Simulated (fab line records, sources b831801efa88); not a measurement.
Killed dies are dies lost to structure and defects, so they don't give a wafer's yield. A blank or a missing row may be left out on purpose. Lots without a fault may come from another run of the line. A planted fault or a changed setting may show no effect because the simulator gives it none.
Which tool did it? | flow sfq_line | 14 lots, 41 wafers sampled, at 2 steps of a route of 325

WHAT THE GAUGES READ, wafer by wafer
The record holds no reading of a measuring or inspecting step that can be judged against a usual standard deviation.

WHICH TOOL RAN EACH LOT (tool, then ch and the chambers of the sampled wafers, then the start)
lot  | SFQ_TRILAYER_M2_LITHO_COAT_062    | SFQ_TRILAYER_M2_BARC_OPEN_METAL_ETCH_077
L591 | litho_track-02 ch 0, day 27 22:32 | rie_metal-03 ch 0,1, day 34 00:52
L597 | litho_track-03 ch 0, day 28 05:41 | rie_metal-01 ch 1, day 34 12:52
L598 | litho_track-03 ch 0, day 28 06:53 | rie_metal-02 ch 0,1, day 34 15:16
L602 | litho_track-03 ch 0, day 34 17:46 | rie_metal-03 ch 0,1, day 40 09:13
L603 | litho_track-04 ch 0, day 35 02:08 | rie_metal-01 ch 0,1, day 40 18:49
L604 | litho_track-03 ch 0, day 35 16:35 | rie_metal-01 ch 0,1, day 41 08:02
L605 | litho_track-04 ch 0, day 36 02:08 | rie_metal-03 ch 0,1, day 41 18:49
L606 | litho_track-02 ch 0, day 36 04:56 | rie_metal-02 ch 1, day 41 21:13
L607 | litho_track-04 ch 0, day 36 09:44 | rie_metal-02 ch 0,1, day 42 04:25
L608 | litho_track-02 ch 0, day 36 10:53 | rie_metal-01 ch 0,1, day 42 05:37
L609 | litho_track-04 ch 0, day 37 20:43 | rie_metal-01 ch 0,1, day 43 11:46
L611 | litho_track-02 ch 0, day 39 06:25 | rie_metal-01 ch 0,1, day 45 03:09
L612 | litho_track-02 ch 0, day 39 17:56 | rie_metal-03 ch 0,1, day 45 16:27
L613 | litho_track-03 ch 0, day 40 02:52 | rie_metal-03 ch 0,1, day 46 04:19
- SFQ_TRILAYER_M2_LITHO_COAT_062: resist thk 62 nm.
- SFQ_TRILAYER_M2_BARC_OPEN_METAL_ETCH_077: etches BARC in O2, target depth 125 nm, time 41.7 s.

WHAT THE TOOLS THEMSELVES READ (means of the sampled wafers that have a number; where no wafer has one, the mark that the record gives instead)
SFQ_TRILAYER_M2_LITHO_COAT_062. Usual: exhaust_pa 45.1 Pa, standard deviation 0.96.
lot  | tool           | exhaust_pa (Pa) | flag
L591 | litho_track-02 | 46.0            |
L597 | litho_track-03 | 44.7            |
L598 | litho_track-03 | 44.8            |
L602 | litho_track-03 | 45.9            |
L603 | litho_track-04 | 44.5            |
L604 | litho_track-03 | 45.0            |
L605 | litho_track-04 | 45.2            |
L606 | litho_track-02 | 45.8            |
L607 | litho_track-04 | 46.4            |
L608 | litho_track-02 | 44.9            |
L609 | litho_track-04 | 45.4            |
L611 | litho_track-02 | 46.8            |
L612 | litho_track-02 | 45.1            |
L613 | litho_track-03 | 43.2            |

SFQ_TRILAYER_M2_BARC_OPEN_METAL_ETCH_077. Usual: drypump_motor_current_A 5.8 A, standard deviation 0.47; he_backside_leak_sccm 3.5 sccm, standard deviation 0.34; oes_product_au 0.685 a.u., standard deviation 0.0045.
lot  | tool         | drypump_motor_current_A (A) | he_backside_leak_sccm (sccm) | oes_product_au (a.u.) | flag
L591 | rie_metal-03 | 6.3                         | 3.5                          | 0.685                 |
L597 | rie_metal-01 | 5.3                         | 3.5                          | 0.697                 |
L598 | rie_metal-02 | 5.7                         | 3.3                          | 0.695                 |
L602 | rie_metal-03 | 6.3                         | 3.5                          | 0.682                 |
L603 | rie_metal-01 | 5.4                         | 3.3                          | 0.682                 |
L604 | rie_metal-01 | 5.4                         | 3.5                          | 0.683                 |
L605 | rie_metal-03 | 6.5                         | 3.5                          | 0.684                 |
L606 | rie_metal-02 | 6.2                         | 3.3                          | 0.686                 |
L607 | rie_metal-02 | 6.0                         | 3.9                          | 0.687                 |
L608 | rie_metal-01 | 5.5                         | 3.5                          | 0.685                 |
L609 | rie_metal-01 | 5.5                         | 3.7                          | 0.684                 |
L611 | rie_metal-01 | 5.4                         | 3.4                          | 0.683                 |
L612 | rie_metal-03 | 6.3                         | 3.5                          | 0.684                 |
L613 | rie_metal-03 | 6.4                         | 3.5                          | 0.681                 |

THE ANSWER, worked out from the rows above alone
Rule: a lot is off if the mean of its wafers that have a number lies more than 3 standard deviations from the usual mean. A lot without any number at a reading at which 4 lots or more have one is off too. The other lots that the step has rows for count as sound. The gauges are gone through in route order, then the tools' own readings, and for those a lot's mean is taken as printed above. The first step at which some lot is off is used, and at that step the reading that is off furthest; a lot without a number counts as furthest.
No lot is off at any reading shown: from this, nothing can be told.

WHAT THE SIMULATOR HAD PUT IN
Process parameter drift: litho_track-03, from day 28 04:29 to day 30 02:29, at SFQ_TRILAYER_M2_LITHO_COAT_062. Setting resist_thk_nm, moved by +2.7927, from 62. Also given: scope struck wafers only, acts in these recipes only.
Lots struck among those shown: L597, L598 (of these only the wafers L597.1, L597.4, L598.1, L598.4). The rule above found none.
